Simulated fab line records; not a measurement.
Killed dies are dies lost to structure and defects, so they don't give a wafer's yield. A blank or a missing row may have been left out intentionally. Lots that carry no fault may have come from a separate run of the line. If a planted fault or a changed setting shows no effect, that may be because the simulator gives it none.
Problem report, 8D (eight disciplines) form, completed by code :: flow gf180mcu :: the parts of the form that need people (team, actions taken, sign-off) are left out

== 1. THE ISSUE ==
V2_W_RS at GF_V2_RS_MEAS_24 reads a mean of 0.241 ohm/sq on 6 wafers of 2 lots; wafers without a fault read 0.327 ohm/sq with a standard deviation of 0.0044. Relative to the usual mean, that is a shift of -20 standard deviations.
The step: measures by four-point-probe.
First seen on wafer L418.2, day 23 02:03, on film_metro-02. The record holds 33 wafers of 11 lots with a number at this step. By rule, "out" or "out of limits" means more than 4 standard deviations away from the usual mean. All remaining wafers that have a number are taken as sound.

== 2. WHAT IT IS; WHAT IT IS NOT ==
question: which readings at this step
is: V2_W_RS
is not: -

question: which lots
is: L418, L421
is not: L412, L413, L414, L419, L430, L431, L432, L433, L434

question: which wafers of those lots
is: all that have a number
is not: -

question: read on which gauges
is: film_metro-02, film_metro-03
is not: film_metro-04

question: when
is: from day 23 02:03
is not: up to then (9 sound wafers); but 18 sound wafers of L419, L430, L431, L432, L433, L434 came after

== 3. WHAT RULES OUT EACH SUSPECT ==
Counting: a tool at a process step up to the reading stays a suspect if it ran every lot that is out and no sound lot after the first of them.
- the gauge at GF_V2_RS_MEAS_24 is ruled out. 2 gauges (film_metro-02, film_metro-03) read the wafers that are out.
- cvd_w-02 at GF_V2_CVD_23 (deposits W, target thk 350 nm, time 104.94 s): ruled out as a lasting fault. After its first lot that is out, L418 (day 23 01:55), sound lots L433, L434 ran on it.
Left after counting: nothing in the record.

== 4. THE CAUSE (what the simulator had put in) ==
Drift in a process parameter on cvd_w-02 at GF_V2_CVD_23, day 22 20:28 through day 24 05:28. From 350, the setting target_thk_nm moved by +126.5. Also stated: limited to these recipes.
The count ruled it out by mistake, since the rule takes a fault to strike every lot its tool runs from the start of the fault on, and this one did not do so.

== 5. THE EFFECT CHAIN, in route order ==
Rows list readings where the struck wafers' mean (over those with a number) sits beyond 3 standard deviations from the usual. Scope: only readings with a usual standard deviation given in the record; hours: median across lots of the time from each lot's start at the first step in this table that gives one to its start at this step; sigmas: change in usual standard deviations.
hours: 0
step: GF_V2_RS_MEAS_24
reading: V2_W_RS
usual: 0.327 ohm/sq
on struck wafers: 0.241
change: -0.086
sigmas: -20

hours: 0
step: GF_V2_THK_MEAS_25
reading: V2_W_THK
usual: 358 nm
on struck wafers: 496
change: +138
sigmas: +21

hours: 0
step: GF_V2_CMP_26
reading: time_to_endpoint_s
usual: 82 s
on struck wafers: 116
change: +34
sigmas: +8.5
Its process steps:
- GF_V2_CMP_26: polishes, stops on SiO2, t overpolish 15 s, target thk 0 nm.

== 6. HOW IT WOULD HAVE BEEN CAUGHT EARLIER ==
The first out-of-limits reading at a measuring or inspecting step in this record came at day 23 02:03, 6 hours after the fault's start at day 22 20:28.
An alarm limit of 4 standard deviations would not have fired on the tool readings at GF_V2_CVD_23 for which the record gives a usual standard deviation, since none of them was out on any struck wafer.
